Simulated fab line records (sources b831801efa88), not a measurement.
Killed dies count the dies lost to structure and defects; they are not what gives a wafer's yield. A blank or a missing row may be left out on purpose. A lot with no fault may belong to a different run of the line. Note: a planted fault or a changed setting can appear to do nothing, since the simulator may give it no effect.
Matching of chambers :: flow gf180mcu :: 3 sister chambers for GF_V3_CVD_00 on hdpcvd-02
The step deposits SiO2, target thk 600 nm, time 100 s. 6 wafers are shown with their chamber, then 8 later ones without.

## WAFERS, EACH WITH ITS CHAMBER
wafer: L439.6
chamber: 1
sih4 flow sccm (sccm): 60.15

wafer: L442.6
chamber: 0
sih4 flow sccm (sccm): 60.05

wafer: L454.3
chamber: 0
sih4 flow sccm (sccm): 59.62

wafer: L455.4
chamber: 2
sih4 flow sccm (sccm): 60.03

wafer: L455.5
chamber: 1
sih4 flow sccm (sccm): 59.91

wafer: L456.1
chamber: 2
sih4 flow sccm (sccm): 60.27

## WAFERS MISSING THEIR CHAMBER
wafer: L456.2
sih4 flow sccm (sccm): 59.94

wafer: L456.4
sih4 flow sccm (sccm): 60.18

wafer: L458.1
sih4 flow sccm (sccm): 60.32

wafer: L458.3
sih4 flow sccm (sccm): 59.92

wafer: L458.4
sih4 flow sccm (sccm): 60.09

wafer: L459.1
sih4 flow sccm (sccm): 60.09

wafer: L459.3
sih4 flow sccm (sccm): 59.70

wafer: L459.6
sih4 flow sccm (sccm): 59.92

## CHAMBER TAKEN BY EACH
wafer: L456.2
from the rows above: can't be placed: 1 or 0 or 2
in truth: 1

wafer: L456.4
from the rows above: can't be placed: 2 or 1 or 0
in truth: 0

wafer: L458.1
from the rows above: can't be placed: 2 or 1 or 0
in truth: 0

wafer: L458.3
from the rows above: can't be placed: 0 or 1 or 2
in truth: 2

wafer: L458.4
from the rows above: can't be placed: 1 or 2 or 0
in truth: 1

wafer: L459.1
from the rows above: can't be placed: 1 or 2 or 0
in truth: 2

wafer: L459.3
from the rows above: can't be placed: 0 or 1 or 2
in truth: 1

wafer: L459.6
from the rows above: can't be placed: 0 or 1 or 2
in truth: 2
Correct placement for 0 of the 8. From these rows, 8 cannot be placed; in 8 the true chamber is one of the candidates. Placed wrongly: 0.
How it was worked out, from the rows above alone: a wafer's distance from a chamber is the root of the sum, over the readings, of the square of ((its reading less the chamber's mean) divided by the reading's scatter). If the next closest chamber is less than 2 further off than the closest, the wafer can't be placed; otherwise it belongs to the closest. A chamber's mean is the mean of its shown wafers. The scatter is the square root of a quotient: the sum, over the shown wafers, of each reading's squared deviation from its chamber's mean, divided by wafers minus chambers.
